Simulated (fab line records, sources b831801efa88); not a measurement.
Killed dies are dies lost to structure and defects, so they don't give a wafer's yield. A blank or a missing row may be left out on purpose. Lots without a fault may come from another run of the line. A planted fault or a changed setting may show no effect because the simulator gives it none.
Chamber matching | flow sky130 | SKY_FIELD_ISO_ETCH_15 on rie_diel-02: 4 sister chambers
The step etches the open film in CHF3/O2, stops on Si, target depth 180 nm, time 72 s. 18 wafers are shown with their chamber, then 9 later ones without.

WAFERS WITH THEIR CHAMBER
wafer  | chamber | drypump_motor_current_A (A) | chamber_pressure_mTorr (mTorr) | throttle_valve_pct (%)
L075.2 | 1       | 6.4                         | 39.98                          | 8.845
L075.3 | 0       | 5.8                         | 39.95                          | 8.848
L075.5 | 1       | 6.4                         | 40.00                          | 8.857
L078.4 | 0       | 5.8                         | 39.97                          | 8.840
L078.5 | 0       | 5.8                         | 40.02                          | 8.843
L078.6 | 3       | 6.5                         | 39.99                          | 8.841
L082.3 | 1       | 6.4                         | 40.04                          | 8.838
L082.4 | 0       | 5.8                         | 40.00                          | 8.841
L082.5 | 3       | 6.5                         | 39.99                          | 8.831
L084.3 | 0       | 5.9                         | 39.96                          | 8.828
L084.5 | 1       | 6.4                         | 40.01                          | 8.841
L084.6 | 2       | 6.2                         | 39.97                          | 8.847
L086.1 | 3       | 6.5                         | 40.05                          | 8.851
L086.2 | 2       | 6.2                         | 40.02                          | 8.846
L086.6 | 3       | 6.5                         | 40.04                          | 8.853
L087.2 | 3       | 6.5                         | 40.08                          | 8.859
L087.3 | 1       | 6.4                         | 39.99                          | 8.845
L087.6 | 3       | 6.5                         | 40.01                          | 8.829

SIGNATURES (means of the wafers above)
reading                 | chamber 0 | chamber 1 | chamber 2 | chamber 3 | scatter within a chamber
drypump_motor_current_A | 5.820     | 6.400     | 6.200     | 6.500     | 0.0239
chamber_pressure_mTorr  | 39.9800   | 40.0040   | 39.9950   | 40.0267   | 0.0308
throttle_valve_pct      | 8.84000   | 8.84520   | 8.84650   | 8.84400   | 0.0092
Rule: a wafer's distance from a chamber is the root of the sum, over the readings, of the square of ((its reading less the chamber's mean) divided by the reading's scatter). The wafer belongs to the nearest chamber; if the next one is less than 2 further off, it can't be placed. The scatter: the root of (the sum of the squares of (reading less its chamber's mean) over the shown wafers, divided by (wafers less chambers)).

WAFERS WITHOUT THEIR CHAMBER
wafer  | drypump_motor_current_A (A) | chamber_pressure_mTorr (mTorr) | throttle_valve_pct (%)
L090.1 | 6.2                         | 40.00                          | 8.838
L090.2 | 5.9                         | 40.00                          | 8.840
L090.6 | 6.4                         | 39.99                          | 8.836
L093.1 | 5.8                         | 40.03                          | 8.849
L093.3 | 6.4                         | 39.95                          | 8.856
L093.4 | 6.2                         | 39.98                          | 8.845
L096.1 | 6.5                         | 40.00                          | 8.853
L096.4 | 5.8                         | 40.03                          | 8.857
L096.6 | 5.8                         | 39.96                          | 8.848

WHICH CHAMBER EACH WENT THROUGH
wafer  | from the rows above | in truth
L090.1 | 2                   | 2
L090.2 | 0                   | 0
L090.6 | 1                   | 1
L093.1 | 0                   | 0
L093.3 | 1                   | 1
L093.4 | 2                   | 2
L096.1 | 3                   | 3
L096.4 | 0                   | 0
L096.6 | 0                   | 0
Placed correctly: 9 of 9. Can't be placed from these rows: 0. Placed wrongly: 0.
